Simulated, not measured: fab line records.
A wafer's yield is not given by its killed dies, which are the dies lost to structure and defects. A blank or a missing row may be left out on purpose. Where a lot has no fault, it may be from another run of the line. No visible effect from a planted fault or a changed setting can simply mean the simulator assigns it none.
Which tool was responsible? || flow sfqLine || Sampling: 13 lots, 39 wafers, 2 of 325 route steps

WHAT THE GAUGES SHOWED, per wafer
No reading from a measuring or inspecting step in the record can be judged against a usual standard deviation.

TOOL THAT RAN EACH LOT (tool first, then ch and the chambers of the sampled wafers, then the start)
{"lot": "L691", "SFQ_TRILAYER_M7_LITHO_COAT_182": "lithoTrack-01 ch 0, day 62 15:38", "SFQ_TRILAYER_M7_BARC_OPEN_METAL_ETCH_229": "rieMetal-04 ch 0,1, day 62 19:28"}
{"lot": "L692", "SFQ_TRILAYER_M7_LITHO_COAT_182": "lithoTrack-04 ch 0, day 62 22:50", "SFQ_TRILAYER_M7_BARC_OPEN_METAL_ETCH_229": "rieMetal-04 ch 1, day 63 02:40"}
{"lot": "L694", "SFQ_TRILAYER_M7_LITHO_COAT_182": "lithoTrack-01 ch 0, day 63 22:53", "SFQ_TRILAYER_M7_BARC_OPEN_METAL_ETCH_229": "rieMetal-03 ch 0, day 64 01:07"}
{"lot": "L695", "SFQ_TRILAYER_M7_LITHO_COAT_182": "lithoTrack-02 ch 0, day 64 04:47", "SFQ_TRILAYER_M7_BARC_OPEN_METAL_ETCH_229": "rieMetal-02 ch 0,1, day 64 12:52"}
{"lot": "L696", "SFQ_TRILAYER_M7_LITHO_COAT_182": "lithoTrack-01 ch 0, day 64 14:23", "SFQ_TRILAYER_M7_BARC_OPEN_METAL_ETCH_229": "rieMetal-04 ch 0,1, day 64 21:16"}
{"lot": "L698", "SFQ_TRILAYER_M7_LITHO_COAT_182": "lithoTrack-01 ch 0, day 65 12:57", "SFQ_TRILAYER_M7_BARC_OPEN_METAL_ETCH_229": "rieMetal-02 ch 0,1, day 65 15:19"}
{"lot": "L699", "SFQ_TRILAYER_M7_LITHO_COAT_182": "lithoTrack-01 ch 0, day 65 18:54", "SFQ_TRILAYER_M7_BARC_OPEN_METAL_ETCH_229": "rieMetal-04 ch 0,1, day 65 21:36"}
{"lot": "L705", "SFQ_TRILAYER_M7_LITHO_COAT_182": "lithoTrack-04 ch 0, day 66 21:44", "SFQ_TRILAYER_M7_BARC_OPEN_METAL_ETCH_229": "rieMetal-04 ch 0,1, day 71 03:15"}
{"lot": "L706", "SFQ_TRILAYER_M7_LITHO_COAT_182": "lithoTrack-01 ch 0, day 67 00:03", "SFQ_TRILAYER_M7_BARC_OPEN_METAL_ETCH_229": "rieMetal-03 ch 0,1, day 71 04:26"}
{"lot": "L709", "SFQ_TRILAYER_M7_LITHO_COAT_182": "lithoTrack-04 ch 0, day 67 11:34", "SFQ_TRILAYER_M7_BARC_OPEN_METAL_ETCH_229": "rieMetal-04 ch 0,1, day 71 11:38"}
{"lot": "L710", "SFQ_TRILAYER_M7_LITHO_COAT_182": "lithoTrack-02 ch 0, day 67 16:19", "SFQ_TRILAYER_M7_BARC_OPEN_METAL_ETCH_229": "rieMetal-03 ch 0,1, day 71 17:45"}
{"lot": "L712", "SFQ_TRILAYER_M7_LITHO_COAT_182": "lithoTrack-04 ch 0, day 67 21:13", "SFQ_TRILAYER_M7_BARC_OPEN_METAL_ETCH_229": "rieMetal-02 ch 0,1, day 71 21:22"}
{"lot": "L713", "SFQ_TRILAYER_M7_LITHO_COAT_182": "lithoTrack-04 ch 0, day 68 03:13", "SFQ_TRILAYER_M7_BARC_OPEN_METAL_ETCH_229": "rieMetal-02 ch 0,1, day 72 00:58"}
- SFQ_TRILAYER_M7_LITHO_COAT_182: resist thk 62 nm.
- SFQ_TRILAYER_M7_BARC_OPEN_METAL_ETCH_229: etches BARC in O2, target depth 125 nm, time 41.7 s.

AS READ BY THE TOOLS THEMSELVES (means over the sampled wafers that have a number; for cases with no such wafer, the mark the record gives instead)
SFQ_TRILAYER_M7_LITHO_COAT_182.
{"lot": "L691", "tool": "lithoTrack-01", "chillPlateTempC (C)": 23.04, "resistLineTempC (C)": 22.92}
{"lot": "L692", "tool": "lithoTrack-04", "chillPlateTempC (C)": 23.07, "resistLineTempC (C)": 22.96}
{"lot": "L694", "tool": "lithoTrack-01", "chillPlateTempC (C)": 23.01, "resistLineTempC (C)": 22.94}
{"lot": "L695", "tool": "lithoTrack-02", "chillPlateTempC (C)": 23.08, "resistLineTempC (C)": 22.98}
{"lot": "L696", "tool": "lithoTrack-01", "chillPlateTempC (C)": 23.01, "resistLineTempC (C)": 23.03}
{"lot": "L698", "tool": "lithoTrack-01", "chillPlateTempC (C)": 23.10, "resistLineTempC (C)": 22.96}
{"lot": "L699", "tool": "lithoTrack-01", "chillPlateTempC (C)": 22.93, "resistLineTempC (C)": 23.01}
{"lot": "L705", "tool": "lithoTrack-04", "chillPlateTempC (C)": 23.05, "resistLineTempC (C)": 22.80}
{"lot": "L706", "tool": "lithoTrack-01", "chillPlateTempC (C)": 23.14, "resistLineTempC (C)": 22.91}
{"lot": "L709", "tool": "lithoTrack-04", "chillPlateTempC (C)": 23.00, "resistLineTempC (C)": 23.00}
{"lot": "L710", "tool": "lithoTrack-02", "chillPlateTempC (C)": 22.93, "resistLineTempC (C)": 23.07}
{"lot": "L712", "tool": "lithoTrack-04", "chillPlateTempC (C)": 23.02, "resistLineTempC (C)": 22.98}
{"lot": "L713", "tool": "lithoTrack-04", "chillPlateTempC (C)": 23.11, "resistLineTempC (C)": 23.13}

SFQ_TRILAYER_M7_BARC_OPEN_METAL_ETCH_229.
{"lot": "L691", "tool": "rieMetal-04", "biasW (W)": 80.19, "drypumpMotorCurrentA (A)": 5.91, "oesProductAu (a.u.)": 0.680}
{"lot": "L692", "tool": "rieMetal-04", "biasW (W)": 79.95, "drypumpMotorCurrentA (A)": 6.06, "oesProductAu (a.u.)": 0.688}
{"lot": "L694", "tool": "rieMetal-03", "biasW (W)": 79.77, "drypumpMotorCurrentA (A)": 5.91, "oesProductAu (a.u.)": 0.683}
{"lot": "L695", "tool": "rieMetal-02", "biasW (W)": 79.93, "drypumpMotorCurrentA (A)": 5.63, "oesProductAu (a.u.)": 0.686}
{"lot": "L696", "tool": "rieMetal-04", "biasW (W)": 79.91, "drypumpMotorCurrentA (A)": 5.99, "oesProductAu (a.u.)": 0.689}
{"lot": "L698", "tool": "rieMetal-02", "biasW (W)": 79.69, "drypumpMotorCurrentA (A)": 5.73, "oesProductAu (a.u.)": 0.688}
{"lot": "L699", "tool": "rieMetal-04", "biasW (W)": 80.07, "drypumpMotorCurrentA (A)": 5.90, "oesProductAu (a.u.)": 0.686}
{"lot": "L705", "tool": "rieMetal-04", "biasW (W)": 80.09, "drypumpMotorCurrentA (A)": 6.00, "oesProductAu (a.u.)": 0.684}
{"lot": "L706", "tool": "rieMetal-03", "biasW (W)": 79.93, "drypumpMotorCurrentA (A)": 6.12, "oesProductAu (a.u.)": 0.704}
{"lot": "L709", "tool": "rieMetal-04", "biasW (W)": 79.99, "drypumpMotorCurrentA (A)": 6.00, "oesProductAu (a.u.)": 0.692}
{"lot": "L710", "tool": "rieMetal-03", "biasW (W)": 80.07, "drypumpMotorCurrentA (A)": 6.37, "oesProductAu (a.u.)": 0.688}
{"lot": "L712", "tool": "rieMetal-02", "biasW (W)": 80.14, "drypumpMotorCurrentA (A)": 5.64, "oesProductAu (a.u.)": 0.688}
{"lot": "L713", "tool": "rieMetal-02", "biasW (W)": 80.08, "drypumpMotorCurrentA (A)": 5.71, "oesProductAu (a.u.)": 0.697}

THE ANSWER, worked out from the rows above alone
Rule: usual is defined by the lots themselves. Put in order of their means at a reading, lots are off if they are a third of the lots or fewer, leave a main group of 4 or more, and stand apart from it by a gap of 3 or more times the standard deviation of the main group's means; of several such gaps the widest counts. A main group whose means are all the same, to the digits that the tables above print for the reading, isn't used. A lot without any number at a reading at which 4 lots or more have one is off too. Where the step has rows for the other lots, those lots are counted as sound. Order of review: gauges by route order, followed by the tools' own readings, for which a lot's mean as printed above is used. The first step at which some lot is off is used, and at that step the reading that is off furthest; a lot without a number counts as furthest.
Across all readings shown, no lot is off: no conclusion can be drawn from this.

WHAT THE SIMULATOR PUT IN
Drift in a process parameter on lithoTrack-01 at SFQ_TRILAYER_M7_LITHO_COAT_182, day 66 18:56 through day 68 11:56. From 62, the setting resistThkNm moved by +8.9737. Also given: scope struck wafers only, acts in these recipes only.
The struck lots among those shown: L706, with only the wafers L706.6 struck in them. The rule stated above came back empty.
